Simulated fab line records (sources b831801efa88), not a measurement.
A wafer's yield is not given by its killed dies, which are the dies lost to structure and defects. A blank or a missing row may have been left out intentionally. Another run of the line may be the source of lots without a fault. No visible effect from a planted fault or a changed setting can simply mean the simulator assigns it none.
Matching of chambers + flow sky130 + SKY_CONTACT_ETCH_16 on rieDiel-01 has 4 sister chambers
The step etches BARC in N2/H2, stops on SiO2, time 45.9 s, target depth 60 nm. 14 wafers are shown with their chamber, then 7 later ones without.

## WAFERS WITH THEIR CHAMBER
| wafer  | chamber | n2FlowSccm (sccm) | throttleValvePct (%) | oesProductAu (a.u.) |
|--------|---------|-------------------|----------------------|---------------------|
| L075.1 | 0       | 100.05            | 13.246               | 0.853               |
| L075.4 | 3       | 100.07            | 13.221               | 0.852               |
| L075.5 | 0       | 100.04            | 13.219               | 0.857               |
| L076.1 | 0       | 99.79             | 13.226               | 0.850               |
| L076.3 | 1       | 100.08            | 13.228               | 0.857               |
| L076.4 | 2       | 100.00            | 13.224               | 0.849               |
| L084.2 | 3       | 100.50            | 13.231               | 0.855               |
| L084.4 | 0       | 99.85             | 13.220               | 0.859               |
| L084.6 | 2       | 99.88             | 13.240               | 0.857               |
| L086.2 | 0       | 100.07            | 13.226               | 0.853               |
| L086.3 | 3       | 100.19            | 13.232               | 0.856               |
| L086.6 | 2       | 100.09            | 13.234               | 0.857               |
| L088.1 | 3       | 100.11            | 13.206               | 0.857               |
| L088.4 | 0       | 99.51             | 13.236               | 0.856               |

SIGNATURES (means of the wafers above)
| reading          | chamber 0 | chamber 1 | chamber 2 | chamber 3 | scatter within a chamber |
|------------------|-----------|-----------|-----------|-----------|--------------------------|
| n2FlowSccm       | 99.8850   | 100.0800  | 99.9900   | 100.2175  | 0.193                    |
| throttleValvePct | 13.22883  | 13.22800  | 13.23267  | 13.22250  | 0.0105                   |
| oesProductAu     | 0.85467   | 0.85700   | 0.85433   | 0.85500   | 0.00332                  |
Rule: for a wafer and a chamber, the distance is found by dividing, reading by reading, the gap between the wafer's reading and the chamber's mean by the reading's scatter, squaring, summing and taking the root. The wafer belongs to the nearest chamber; if the next one is less than 2 further off, it can't be placed. How the scatter is found: for the shown wafers, subtract from each reading the mean of its chamber, square and add these, divide the total by (wafers less chambers), then take the root.

## WAFERS WITHOUT THEIR CHAMBER
| wafer  | n2FlowSccm (sccm) | throttleValvePct (%) | oesProductAu (a.u.) |
|--------|-------------------|----------------------|---------------------|
| L088.5 | 100.54            | 13.217               | 0.857               |
| L093.2 | 100.13            | 13.217               | 0.846               |
| L093.3 | 99.87             | 13.222               | 0.856               |
| L093.4 | 99.53             | 13.220               | 0.857               |
| L094.1 | 100.42            | 13.221               | 0.857               |
| L094.3 | 100.06            | 13.225               | 0.855               |
| L094.6 | 99.92             | 13.228               | 0.860               |

## WHICH CHAMBER EACH ONE RAN IN
| wafer  | from the rows above               | in truth |
|--------|-----------------------------------|----------|
| L088.5 | can't be placed: 3 or 1 or 2 or 0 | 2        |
| L093.2 | can't be placed: 3 or 2 or 0 or 1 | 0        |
| L093.3 | can't be placed: 0 or 1 or 2 or 3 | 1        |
| L093.4 | can't be placed: 0 or 2 or 1 or 3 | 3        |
| L094.1 | can't be placed: 3 or 1 or 2 or 0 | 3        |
| L094.3 | can't be placed: 1 or 2 or 3 or 0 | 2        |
| L094.6 | can't be placed: 1 or 0 or 2 or 3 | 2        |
Correctly placed: 0 of 7. These rows do not allow placing 7 (true chamber among the candidates in 7). Placed wrongly: 0.
